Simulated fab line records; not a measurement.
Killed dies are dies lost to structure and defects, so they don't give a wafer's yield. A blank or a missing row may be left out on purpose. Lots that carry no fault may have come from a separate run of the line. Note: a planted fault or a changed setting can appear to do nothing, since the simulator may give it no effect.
Split-lot trial | flow gf180mcu | 23 wafers read from 5 lots, route of 602 steps

THE SPLIT ITSELF
At GF_CONTACT_CVD_24 (deposits W, target thk 300 nm, time 90.339 s), the setting temp_c was moved away from the recipe's 400 C on 7 of the 23 wafers read, by -2.7% to +2.8%. The other wafers ran this setting at the recipe's value.

THE PATH FROM SPLIT TO READING: the file shows 1 step between them
- GF_CONTACT_RS_MEAS_25: measures by four-point-probe

THE READING
CONTACT_W_THK, in nm, at GF_CONTACT_THK_MEAS_26 (measures by xrf). On this fab line, fault-free wafers typically give 298 nm with a standard deviation of 4.4 nm.

wafer  | tool, chamber at the split | temp_c as run, C | against the recipe | CONTACT_W_THK, nm | against lot-mates on the recipe
L075.1 | cvd_w-02, 0                | 394.7            | -1.3%              | 269               | -33
L075.3 | cvd_w-02, 0                | 394.7            | -1.3%              | 266               | -36
L075.4 | cvd_w-02, 1                | 400              | recipe             | 304               | -
L075.5 | cvd_w-02, 0                | 394.7            | -1.3%              | 267               | -35
L075.6 | cvd_w-02, 1                | 400              | recipe             | 300               | -
L076.1 | cvd_w-02, 0                | 400              | recipe             | 302               | -
L076.3 | cvd_w-02, 0                | 400              | recipe             | 304               | -
L076.4 | cvd_w-02, 1                | 389.3            | -2.7%              | 252               | -53
L076.5 | cvd_w-02, 1                | 400              | recipe             | 310               | -
L076.6 | cvd_w-02, 0                | 389.3            | -2.7%              | 250               | -55
L079.2 | cvd_w-02, 0                | 400              | recipe             | 292               | -
L079.5 | cvd_w-02, 1                | 400              | recipe             | 298               | -
L079.6 | cvd_w-02, 0                | 400              | recipe             | 289               | -
L082.1 | cvd_w-01, 1                | 400              | recipe             | 293               | -
L082.3 | cvd_w-01, 0                | 400              | recipe             | 296               | -
L082.4 | cvd_w-01, 1                | 400              | recipe             | 295               | -
L082.5 | cvd_w-01, 0                | 400              | recipe             | 293               | -
L082.6 | cvd_w-01, 1                | 400              | recipe             | 295               | -
L084.2 | cvd_w-01, 1                | 411.1            | +2.8%              | 363               | +64
L084.3 | cvd_w-01, 0                | 400              | recipe             | 298               | -
L084.4 | cvd_w-01, 1                | 400              | recipe             | 298               | -
L084.5 | cvd_w-01, 0                | 411.1            | +2.8%              | 359               | +60
L084.6 | cvd_w-01, 1                | 400              | recipe             | 301               | -

THE FIT
A straight line over all 23 wafers: CONTACT_W_THK changes by +20.8 nm for each +1% of temp_c; r = +0.98; the points scatter about the line by 5.6 nm.
The same after taking each lot's own level away (the mean of its wafers on the recipe; 23 wafers): +22.1 nm for each +1%; r = +0.99; scatter 3.4 nm.
On that fit, the largest move of temp_c shifts the reading by 61 nm.
Across the lots, their own levels run from 293.0 to 305.3 nm, a range of 2.8 times the standard deviation given above.
So the lot-to-lot level changes the slope little: the two slopes agree.
Check: +59.7 nm against its lot-mates is what the line predicts for one of the wafers moved furthest among these (+2.8%) when that wafer is left out of the fit. Against them it came out at +64 nm.

THE WHOLE CHAIN: every reading that the file lists as answering this split, in the file's order
step                   | what it does                                                | reading                                                                     | change (the file's fit)              | r (the file's)
GF_CONTACT_CVD_24      | deposits W, target thk 300 nm, time 90.339 s                | W_of_CONTACT_CVD_24.thk_nm (the simulator's own value, which no gauge read) | +22.1 nm for each +1% of the setting | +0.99
GF_CONTACT_RS_MEAS_25  | measures by four-point-probe                                | CONTACT_W_RS                                                                | -0.0281 for each +1% of the setting  | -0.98
GF_CONTACT_THK_MEAS_26 | measures by xrf                                             | CONTACT_W_THK                                                               | +22 for each +1% of the setting      | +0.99
GF_CONTACT_CMP_27      | polishes, stops on SiO2, t overpolish 15 s, target thk 0 nm | time_to_endpoint_s                                                          | withheld for each +1% of the setting | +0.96

FILE'S OWN FIT
CONTACT_W_THK changes by +22 nm for each +1% of temp_c, r = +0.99.
